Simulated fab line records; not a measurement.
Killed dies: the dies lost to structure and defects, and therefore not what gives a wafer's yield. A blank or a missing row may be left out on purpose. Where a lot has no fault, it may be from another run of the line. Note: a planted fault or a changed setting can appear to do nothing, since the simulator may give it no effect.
Matching of chambers | flow sky130 | 4 sister chambers for SKY_LI_CONTACT_CMP_02 on cmp-01
The step polishes PSG. 4 wafers are shown with their chamber, then 7 later ones without.

== WAFERS, EACH WITH ITS CHAMBER ==
wafer  | chamber | motor current A (A)
L461.2 | 2       | 14.8
L461.4 | 0       | 12.9
L474.2 | 3       | 11.7
L474.5 | 1       | 11.0

== WAFERS WITH NO CHAMBER GIVEN ==
wafer  | motor current A (A)
L474.6 | 13.1
L477.2 | 12.4
L477.4 | 13.6
L477.5 | 13.7
L478.3 | 11.6
L478.4 | 13.6
L478.6 | 12.5

== WHICH CHAMBER EACH WENT THROUGH ==
wafer  | from the rows above          | in truth
L474.6 | 0                            | 0
L477.2 | can't be placed: 0 or 3 or 1 | 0
L477.4 | can't be placed: 0 or 2      | 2
L477.5 | can't be placed: 0 or 2      | 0
L478.3 | can't be placed: 3 or 1      | 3
L478.4 | can't be placed: 0 or 2      | 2
L478.6 | can't be placed: 0 or 3      | 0
Correct placement for 1 of the 7. From these rows, 6 cannot be placed; in 6 the true chamber is one of the candidates. Placed wrongly: 0.
How it was worked out, from the rows above alone: a wafer's distance from a chamber is the root of the sum, over the readings, of the square of ((its reading less the chamber's mean) divided by the reading's scatter). If the next closest chamber is less than 2 further off than the closest, the wafer can't be placed; otherwise it belongs to the closest. The mean given for a chamber averages the wafers shown for that chamber. The scatter (one wafer shown for each chamber): square how far every hidden wafer sits from the nearest shown wafer, average those squares and take the square root.
